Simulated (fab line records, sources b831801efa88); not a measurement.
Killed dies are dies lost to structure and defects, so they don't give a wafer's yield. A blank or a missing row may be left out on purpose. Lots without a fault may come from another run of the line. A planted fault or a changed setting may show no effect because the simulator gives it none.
A struck lot beside a sound one | flow sky130 | 17 steps out of a route of 708
Sound: wafers L948.3, L948.4, L948.6. Struck: wafers L962.5, L962.6. (L962.3 of the same lot was not struck and is left out.) The cause comes at the end.
At each step with rows: each side's tool, then ch and its chambers, then its first start. Under that, the readings that differ: sound wafers | struck wafers | difference of the means | sigmas: that difference in standard deviations of wafers without a fault.
alike: readings whose means differ by less than 2 such deviations, and words and numbers that are the same on both sides. not compared: withheld readings, readings that some wafer has no value for, bounds like >300 that may hide the same value, and numbers for which the record gives no deviation and whose values overlap.
The two part at a step that has a row with sigmas, a row that says differs or no value, or rows on one side only. Numbers that don't overlap but have no deviation are shown without sigmas and don't part them. A reading that every wafer of one side lacks parts them only if that side has two wafers or more.

SKY_METAL2_THK_MEAS_06: measures by xrf.
  sound on film_metro-03, day 35 14:11; struck on film_metro-04, day 40 06:09
  alike: METAL2_ALCU_THK
then, 8 steps without rows for these wafers: SKY_METAL2_DEHYDRATE_07 (time 60 s); SKY_METAL2_HMDS_08 (prime time 60 s); SKY_METAL2_COAT_09 (resist thk 60 nm); SKY_METAL2_COAT_10 (resist thk 450 nm); SKY_METAL2_SOFTBAKE_11 (time 90 s); SKY_METAL2_EXPOSE_12 (exposes mask MM2, target cd 140 nm); SKY_METAL2_PEB_13; SKY_METAL2_DEVELOP_14 (develop time 60 s).
SKY_METAL2_CD_MEAS_15: target cd 140 nm.
  sound on cd_sem-02, day 36 16:58; struck on cd_sem-02, day 41 06:47
  alike: cd_nm
SKY_METAL2_OVL_MEAS_16:
  sound on overlay-02, day 36 17:04; struck on overlay-02, day 41 06:53
  alike: METAL2_OVL
SKY_METAL2_DESCUM_17: chemistry O2, time 8 s.
  sound on rie_metal-03 ch 0,1, day 36 17:06; struck on rie_metal-02 ch 0,1, day 41 06:55
  reading               | sound             | struck      | difference | sigmas
  oes_product_au (a.u.) | 1.005 1.023 1.011 | 0.998 0.983 | -0.022     | -3
  alike: drypump_motor_current_A
  not compared: rf_hours_counter_h
SKY_METAL2_ETCH_18: etches BARC in N2/H2, stops on SiO2, time 45.9 s, target depth 60 nm.
  sound on rie_metal-03 ch 0,1, day 36 17:08; struck on rie_metal-02 ch 0,1, day 41 06:58
  reading                                       | sound             | struck    | difference | sigmas
  model.KrF-thick_of_METAL2_COAT_10.thk_nm (nm) | 392.9 393.9 391.4 | 371 370.1 | -22        |
  model.METAL2.cd_nm (nm)                       | 140.2 141.9 141.4 | 134.8 133 | -7.3       |
  alike: drypump_motor_current_A, oes_product_au, throttle_valve_pct
  not compared: rf_hours_counter_h
SKY_METAL2_METAL_ETCH_19: etches the open film in Cl2/BCl3, stops on SiO2, target depth 360 nm, time 78 s.
  sound on rie_metal-03 ch 0,1, day 36 17:13; struck on rie_metal-02 ch 0,1, day 41 07:02
  reading                                       | sound             | struck      | difference | sigmas
  model.KrF-thick_of_METAL2_COAT_10.thk_nm (nm) | 160.3 156.4 152.6 | 137 138.1   | -19        |
  model.METAL2.cd_nm (nm)                       | 140.2 145.8 145   | 135.7 136.1 | -7.8       |
  alike: drypump_motor_current_A, oes_product_au, throttle_valve_pct
  not compared: rf_hours_counter_h
SKY_METAL2_STRIP_20: strips in O2/N2.
  sound on plasma_asher-01 ch 0,1, day 36 17:19; struck on plasma_asher-04 ch 0,1, day 41 07:08
  reading                      | sound          | struck    | difference | sigmas
  strip_time_to_endpoint_s (s) | 2.70 2.67 2.62 | 2.47 2.47 | -0.19      | -5
  alike: drypump_motor_current_A, oes_product_au
  not compared: rf_hours_counter_h
then, 1 step without rows for these wafers: SKY_METAL2_STRIP_21 (strips in post etch residue remover, time 1200 s).
SKY_PAD_OPEN_PROBE_99:
  the record has rows for the sound wafers here (prober-02, day 47 01:49) and none for the struck ones

WHERE THEY PART
First at SKY_METAL2_DESCUM_17; last, within this record, at SKY_PAD_OPEN_PROBE_99.

WHY: what the simulator had put in
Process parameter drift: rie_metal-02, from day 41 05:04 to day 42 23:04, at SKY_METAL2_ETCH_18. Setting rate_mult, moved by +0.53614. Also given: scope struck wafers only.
